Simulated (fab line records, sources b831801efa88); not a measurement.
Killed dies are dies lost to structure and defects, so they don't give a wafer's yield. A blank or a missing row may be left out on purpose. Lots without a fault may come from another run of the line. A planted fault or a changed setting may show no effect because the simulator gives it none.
A struck lot beside a sound one | flow gf180mcu | 14 steps out of a route of 602
Sound: wafers L335.1, L335.2, L335.3. Struck: wafers L345.1, L345.3, L345.5. The cause comes at the end.
At each step with rows: each side's tool, then ch and its chambers, then its first start. Under that, the readings that differ: sound wafers | struck wafers | difference of the means | sigmas: that difference in standard deviations of wafers without a fault.
alike: readings whose means differ by less than 2 such deviations, and words and numbers that are the same on both sides. not compared: withheld readings, readings that some wafer has no value for, bounds like >300 that may hide the same value, and numbers for which the record gives no deviation and whose values overlap.
The two part at a step that has a row with sigmas, a row that says differs or no value, or rows on one side only. Numbers that don't overlap but have no deviation are shown without sigmas and don't part them. A reading that every wafer of one side lacks parts them only if that side has two wafers or more.

first, 1 step without rows for these wafers: GF_DUAL_GATE_WET_ETCH_12 (etches SiO2 in dHF, target depth 13 nm, time 249 s).
GF_DUAL_GATE_STRIP_13: strips in O2/N2.
  sound on plasma_asher-04 ch 0,1, day 11 12:56; struck on plasma_asher-01 ch 0, day 14 08:19
  reading            | sound       | struck      | difference | sigmas
  heater_power_w (W) | 288 303 305 | 384 395 385 | +89        | +2
  alike: drypump_motor_current_A, oes_product_au, strip_time_to_endpoint_s
  not compared: rf_hours_counter_h
then, 3 steps without rows for these wafers: GF_DUAL_GATE_CLEAN_14 (cleans in SC1/SC2, time 150 s); GF_DUAL_GATE_OXIDATION_15 (stabilise 600 s, purge 300 s, target thk 7.098 nm); GF_POLY_GATE_CVD_00 (deposits poly-Si, target thk 200 nm, time 1200 s).
GF_POLY_GATE_THK_MEAS_01:
  sound on film_metro-03, day 11 15:59; struck on film_metro-01, day 14 11:22
  alike: POLY_GATE_CVD_00_THK
then, 6 steps without rows for these wafers: GF_POLY_GATE_DEHYDRATE_02 (time 60 s); GF_POLY_GATE_HMDS_03 (prime time 60 s); GF_POLY_GATE_COAT_04; GF_POLY_GATE_COAT_05 (resist thk 700 nm); GF_POLY_GATE_SOFTBAKE_06 (time 60 s); GF_POLY_GATE_EXPOSE_07 (exposes mask Poly2, target cd 280 nm).
GF_POLY_GATE_PEB_08: peb time 90 s.
  sound on litho_track-02 ch 0, day 12 09:58; struck on litho_track-01, day 15 07:28
  no value came back on the struck wafers for chill_plate_temp_C (C), exhaust_pa (Pa); on the sound wafers chill_plate_temp_C (C) reads 22.75 23.14 22.84
then, 1 step without rows for these wafers: GF_POLY_GATE_DEVELOP_09 (develop time 60 s).

WHERE THEY PART
First at GF_DUAL_GATE_STRIP_13; last, within this record, at GF_POLY_GATE_PEB_08.

WHY: what the simulator had put in
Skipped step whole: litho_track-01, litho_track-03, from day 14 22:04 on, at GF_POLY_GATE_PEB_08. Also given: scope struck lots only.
